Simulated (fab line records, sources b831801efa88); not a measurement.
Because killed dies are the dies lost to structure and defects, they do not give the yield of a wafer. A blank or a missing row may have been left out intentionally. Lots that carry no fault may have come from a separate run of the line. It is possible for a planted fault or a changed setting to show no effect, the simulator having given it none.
Comparing a struck lot with a sound one ; flow sky130 ; 43 steps out of a route of 708
Sound: these wafers, L938.2, L938.4, L938.5. Struck: wafers L948.2, L948.3, L948.4. The cause comes at the end.
Each step with rows lists, per side, the tool, then ch with its chambers, then its first start. Under that, the readings that differ: sound wafers ; struck wafers ; difference of the means ; sigmas: that difference in standard deviations of wafers without a fault.
alike: readings with means less than 2 such deviations apart, plus words and numbers identical on both sides. not compared: withheld readings, readings lacking a value on some wafer, bounds such as >300 that could conceal the same value, and numbers that have no deviation in the record and whose values overlap.
The two part at a step that has a row with sigmas, a row that says differs or no value, or rows on one side only. Numbers that have no deviation but don't overlap get no sigmas and don't part them. A reading that every wafer of one side lacks parts them only if that side has two wafers or more.

first, 2 steps without rows for these wafers: SKY_DNWELL_DEVELOP_06 (develop time 62.68 s); SKY_DNWELL_IMPLANT_07.
SKY_DNWELL_STRIP_08: strips in O2/N2.
  sound on plasma_asher-04 ch 0, day 3 14:29; struck on plasma_asher-04 ch 0,1, day 5 23:39
  alike: drypump_motor_current_A, oes_product_au, strip_time_to_endpoint_s
  not compared: rf_hours_counter_h
SKY_DNWELL_TW_MEAS_09:
  sound on film_metro-02, day 3 14:36; struck on film_metro-01, day 5 23:46
  alike: DNWELL_TW
then, 7 steps without rows for these wafers: SKY_PWDE_DEHYDRATE_00 (time 60 s); SKY_PWDE_HMDS_01 (prime time 60 s); SKY_PWDE_COAT_02 (resist thk 3000 nm); SKY_PWDE_SOFTBAKE_03; SKY_PWDE_EXPOSE_04 (exposes mask PWDEM, target cd 840 nm); SKY_PWDE_PEB_05; SKY_PWDE_DEVELOP_06 (develop time 60 s).
SKY_PWDE_OVL_MEAS_07:
  sound on overlay-02, day 4 06:07; struck on overlay-02, day 6 18:13
  alike: PWDE_OVL
SKY_PWDE_IMPLANT_08:
  sound on implanter-02 ch 0, day 4 06:10; struck on implanter-03 ch 0, day 6 18:16
reading;sound;struck;difference;sigmas
dose_ions_cm2;3.598e+12 3.599e+12 3.599e+12;4.388e+12 4.384e+12 4.39e+12;+7.887e+11;+99 or more
faraday_current_uA;20.2 20.1 20.9;24.5 24.4 23.7;+3.8;+9
SKY_PWDE_STRIP_09: strips in O2/N2.
  sound on plasma_asher-04 ch 0,1, day 4 06:17; struck on plasma_asher-02 ch 0,1, day 6 18:24
reading;sound;struck;difference;sigmas
drypump_motor_current_A (A);6.2 6.1 6.2;5.4 5.1 5.4;-0.9;-2
strip_time_to_endpoint_s (s);37.03 37.02 36.89;36.84 36.67 36.69;-0.25;-2
  alike: oes_product_au
  not compared: rf_hours_counter_h
SKY_PWDE_TW_MEAS_10:
  sound on film_metro-01, day 4 06:24; struck on film_metro-01, day 6 18:44
reading;sound;struck;difference;sigmas
PWDE_TW;381 381 383;411 411 408;+28;+6
  not compared: hold
then, 6 steps without rows for these wafers: SKY_NWELL_HMDS_04 (prime time 60 s); SKY_NWELL_COAT_05 (resist thk 3000 nm); SKY_NWELL_SOFTBAKE_06; SKY_NWELL_EXPOSE_07 (exposes mask NWM, target cd 840 nm); SKY_NWELL_PEB_08; SKY_NWELL_DEVELOP_09 (develop time 60 s).
SKY_NWELL_OVL_MEAS_10:
  sound on overlay-02, day 4 22:10; struck on overlay-01, day 7 13:43
  alike: NWELL_00_OVL
then, 3 steps without rows for these wafers: SKY_NWELL_IMPLANT_11; SKY_NWELL_IMPLANT_12; SKY_NWELL_IMPLANT_13.
SKY_NWELL_STRIP_14: strips in O2/N2.
  sound on plasma_asher-01 ch 0,1, day 4 22:39; struck on plasma_asher-01 ch 0,1, day 7 14:11
  alike: drypump_motor_current_A, oes_product_au, strip_time_to_endpoint_s
  not compared: rf_hours_counter_h
SKY_NWELL_TW_MEAS_15:
  sound on film_metro-04, day 4 22:46; struck on film_metro-04, day 7 14:18
  alike: NWELL_TW
then, 7 steps without rows for these wafers: SKY_NWELL_DEHYDRATE_16 (time 60 s); SKY_NWELL_HMDS_17 (prime time 60 s); SKY_NWELL_COAT_18 (resist thk 3000 nm); SKY_NWELL_SOFTBAKE_19; SKY_NWELL_EXPOSE_20 (exposes mask NWM COMPLEMENT, target cd 840 nm); SKY_NWELL_PEB_21; SKY_NWELL_DEVELOP_22 (develop time 60 s).
SKY_NWELL_OVL_MEAS_23:
  sound on overlay-01, day 5 17:04; struck on overlay-02, day 8 09:43
reading;sound;struck;difference;sigmas
NWELL_01_OVL (nm);2.2 1.4 -1.0;-3.0 -2.8 -2.1;-3.5;-2
after that, 1 step had no rows for these wafers: SKY_NWELL_IMPLANT_24.
SKY_NWELL_STRIP_25: strips in O2/N2.
  sound on plasma_asher-01 ch 1, day 5 17:15; struck on plasma_asher-01 ch 0,1, day 8 09:54
  alike: drypump_motor_current_A, oes_product_au, strip_time_to_endpoint_s
  not compared: rf_hours_counter_h
SKY_NWELL_TW_MEAS_26:
  sound on film_metro-02, day 5 17:22; struck on film_metro-02, day 8 10:01
  alike: NWELL_2_TW
then, 1 step without rows for these wafers: SKY_NWELL_CLEAN_27 (cleans in SC1/SC2, time 150 s).
SKY_NWELL_RTA_28: time 30 s.
  sound on rtp_anneal-01 ch 0, day 5 17:29; struck on rtp_anneal-01 ch 0, day 8 10:08
  alike: lamp_power_pct, wafer_temp_C_max
SKY_NWELL_RS_MEAS_29: measures by four-point-probe.
  sound on film_metro-04, day 5 17:35; struck on film_metro-02, day 8 10:14
  alike: NWELL_RS
SKY_NWELL_RS_MEAS_31: measures by four-point-probe.
  sound on film_metro-04, day 5 17:49; struck on film_metro-02, day 8 10:46
reading;sound;struck;difference;sigmas
PWDE_RS (ohm/sq);5297 5296 5285;4508 4507 4504;-786;-41
  not compared: hold
-- the record jumps here: 41 days lie between the struck wafers' starts before and after (it left off in module NWELL and takes up again in module PAD_OPEN, whose first step shown is number 708 of the route) --
SKY_PAD_OPEN_PROBE_99:
  sound on prober-02, day 46 01:23; struck on prober-02, day 49 15:20
reading;sound;struck;difference;sigmas
killed_at_other;0 0 0;0 2 1;+1;+2
model.etest.res_p_drift_20v.line_ohm_um;1.242e+04 1.287e+04 1.276e+04;1.117e+04 1.115e+04 1.106e+04;-1.557e+03;
model.etest.res_p_drift_20v.rs_ohm_sq;1.051e+04 1.079e+04 1.076e+04;9342 9403 9223;-1364;
model.etest.res_pwde_under_gate.rs_ohm_sq;6296 6266 6230;5094 5137 5090;-1157;
  alike: killed_at_M0_to_M3, killed_at_M4_up, killed_at_contacts, killed_at_front_end, killed_dies, killed_on_rim, killed_open, killed_short

== WHERE THEY PART ==
Earliest at SKY_PWDE_IMPLANT_08; latest, in this record, at SKY_PAD_OPEN_PROBE_99.

WHY: what the simulator had put in
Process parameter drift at SKY_PWDE_IMPLANT_08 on implanter-03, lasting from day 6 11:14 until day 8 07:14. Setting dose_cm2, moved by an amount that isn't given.
